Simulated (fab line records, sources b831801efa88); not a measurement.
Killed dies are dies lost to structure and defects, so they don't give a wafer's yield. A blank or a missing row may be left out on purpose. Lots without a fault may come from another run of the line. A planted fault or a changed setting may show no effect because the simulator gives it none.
Which tool did it? | flow gf180mcu | 14 lots, 42 wafers sampled, at 4 steps of a route of 602

WHAT THE GAUGES READ, wafer by wafer
GF_PSD_CD_MEAS_07: target cd 400 nm. Usual: cd_nm 400.5 nm, standard deviation 2.
lot  | measured     | on        | cd_nm (nm)        | flag
L144 | day 14 08:49 | cd_sem-02 | 401.1 399.3 399.2 |
L146 | day 15 07:23 | cd_sem-01 | 401.5 401.1 400.9 |
L147 | day 15 10:04 | cd_sem-02 | 401.7 399.6 402.3 |
L148 | day 15 18:19 | cd_sem-02 | 401.3 401.1 400.2 |
L149 | day 15 21:03 | cd_sem-02 | 403.8 406.2 403.0 |
L150 | day 16 09:13 | cd_sem-01 | 401.0 400.4 403.8 |
L153 | day 17 06:51 | cd_sem-01 | 397.4 398.3 397.6 |
L154 | day 17 16:51 | cd_sem-01 | 401.6 400.1 402.3 |
L155 | day 17 22:03 | cd_sem-01 | 400.5 399.8 400.8 |
L156 | day 18 14:04 | cd_sem-02 | 398.9 399.8 397.7 |
L157 | day 18 18:37 | cd_sem-02 | 402.8 402.3 399.7 |
L159 | day 19 12:29 | cd_sem-02 | 403.3 404.8 404.3 |
L164 | day 21 03:30 | cd_sem-01 | 400.2 401.2 400.5 |
L165 | day 21 14:42 | cd_sem-02 | 401.2 400.1 400.4 |

GF_SAB_CD_MEAS_09: target cd 420 nm. Usual: cd_nm 418.9 nm, standard deviation 2.3.
lot  | measured     | on        | cd_nm (nm)        | flag
L144 | day 15 06:40 | cd_sem-01 | 414.9 414.4 416.0 |
L146 | day 16 06:24 | cd_sem-01 | 419.8 415.9 417.2 |
L147 | day 16 08:52 | cd_sem-01 | 413.8 416.6 415.0 |
L148 | day 16 17:19 | cd_sem-01 | 423.4 424.5 421.8 |
L149 | day 16 19:52 | cd_sem-02 | 416.5 416.0 417.1 |
L150 | day 17 08:40 | cd_sem-01 | 417.7 418.7 419.0 |
L153 | day 18 06:51 | cd_sem-02 | 420.8 421.2 420.4 |
L154 | day 18 17:18 | cd_sem-02 | 419.2 420.1 417.6 |
L155 | day 18 22:54 | cd_sem-02 | 420.7 419.7 420.0 |
L156 | day 19 15:05 | cd_sem-02 | 421.7 419.0 420.4 |
L157 | day 19 20:07 | cd_sem-02 | 419.6 421.3 420.3 |
L159 | day 20 13:23 | cd_sem-02 | 421.1 418.7 421.6 |
L164 | day 22 03:24 | cd_sem-02 | 422.3 420.9 421.6 |
L165 | day 22 14:42 | cd_sem-01 | 416.7 415.8 416.2 |

GF_V1_CD_MEAS_14: target cd 260 nm. Usual: cd_nm 259.6 nm, standard deviation 1.3.
lot  | measured     | on        | cd_nm (nm)        | flag
L144 | day 18 08:34 | cd_sem-02 | 259.8 259.9 260.1 |
L146 | day 19 08:36 | cd_sem-02 | 262.8 262.7 261.0 |
L147 | day 19 12:40 | cd_sem-02 | 258.9 258.5 258.5 |
L148 | day 19 21:14 | cd_sem-01 | 259.2 260.0 260.4 |
L149 | day 19 23:13 | cd_sem-01 | 258.6 258.4 260.5 |
L150 | day 20 14:04 | cd_sem-02 | 260.0 260.8 261.4 |
L153 | day 21 10:51 | cd_sem-01 | 259.9 259.4 258.8 |
L154 | day 21 22:38 | cd_sem-02 | 260.1 261.8 261.2 |
L155 | day 22 03:21 | cd_sem-01 | 262.0 261.5 260.0 |
L156 | day 22 18:12 | cd_sem-01 | 257.8 258.4 258.2 |
L157 | day 22 23:22 | cd_sem-01 | 260.4 260.1 261.1 |
L159 | day 23 15:29 | cd_sem-01 | 260.6 261.2 262.5 |

WHICH TOOL RAN EACH LOT (tool, then ch and the chambers of the sampled wafers, then the start)
lot  | GF_M1_DEVELOP_13
L144 | litho_track-02 ch 0, day 17 07:08
L146 | litho_track-02 ch 0, day 18 06:54
L147 | litho_track-02 ch 0, day 18 10:53
L148 | litho_track-01 ch 0, day 18 19:19
L149 | litho_track-02 ch 0, day 18 21:47
L150 | litho_track-01 ch 0, day 19 12:01
L153 | litho_track-01 ch 0, day 20 09:20
L154 | litho_track-03 ch 0, day 20 21:24
L155 | litho_track-01 ch 0, day 21 02:20
L156 | litho_track-01 ch 0, day 21 17:14
L157 | litho_track-02 ch 0, day 21 23:13
L159 | litho_track-01 ch 0, day 22 15:38
L164 | litho_track-01, day 24 03:50
L165 | litho_track-03, day 24 14:18
- GF_M1_DEVELOP_13: develop time 60 s.

WHAT THE TOOLS THEMSELVES READ (means of the sampled wafers that have a number; where no wafer has one, the mark that the record gives instead)
GF_M1_DEVELOP_13. Usual: chill_plate_temp_C 22.99 C, standard deviation 0.1; exhaust_pa 44.9 Pa, standard deviation 0.95.
lot  | tool           | chill_plate_temp_C (C) | exhaust_pa (Pa) | flag
L144 | litho_track-02 | 23.03                  | 44.9            |
L146 | litho_track-02 | 23.05                  | 44.7            |
L147 | litho_track-02 | 22.97                  | 44.9            |
L148 | litho_track-01 | 23.02                  | 44.2            |
L149 | litho_track-02 | 22.88                  | 43.9            |
L150 | litho_track-01 | 22.90                  | 44.6            |
L153 | litho_track-01 | 22.94                  | 45.2            |
L154 | litho_track-03 | 23.07                  | 44.3            |
L155 | litho_track-01 | 22.99                  | 46.1            |
L156 | litho_track-01 | 22.90                  | 46.4            |
L157 | litho_track-02 | 23.03                  | 46.2            |
L159 | litho_track-01 | 22.99                  | 45.9            |
L164 | litho_track-01 | -                      | -               | OFF
L165 | litho_track-03 | -                      | -               | OFF

THE ANSWER, worked out from the rows above alone
Rule: a lot is off if the mean of its wafers that have a number lies more than 3 standard deviations from the usual mean. A lot without any number at a reading at which 4 lots or more have one is off too. The other lots that the step has rows for count as sound. The gauges are gone through in route order, then the tools' own readings, and for those a lot's mean is taken as printed above. The first step at which some lot is off is used, and at that step the reading that is off furthest; a lot without a number counts as furthest.
Off: L164, L165, at GF_M1_DEVELOP_13 (chill_plate_temp_C). Without a number there: L164, L165.
A tool fits if, at that step or a process step before it, it ran every lot that is off, and no sound lot after the first of them. None of those tried fits.

WHAT THE SIMULATOR HAD PUT IN
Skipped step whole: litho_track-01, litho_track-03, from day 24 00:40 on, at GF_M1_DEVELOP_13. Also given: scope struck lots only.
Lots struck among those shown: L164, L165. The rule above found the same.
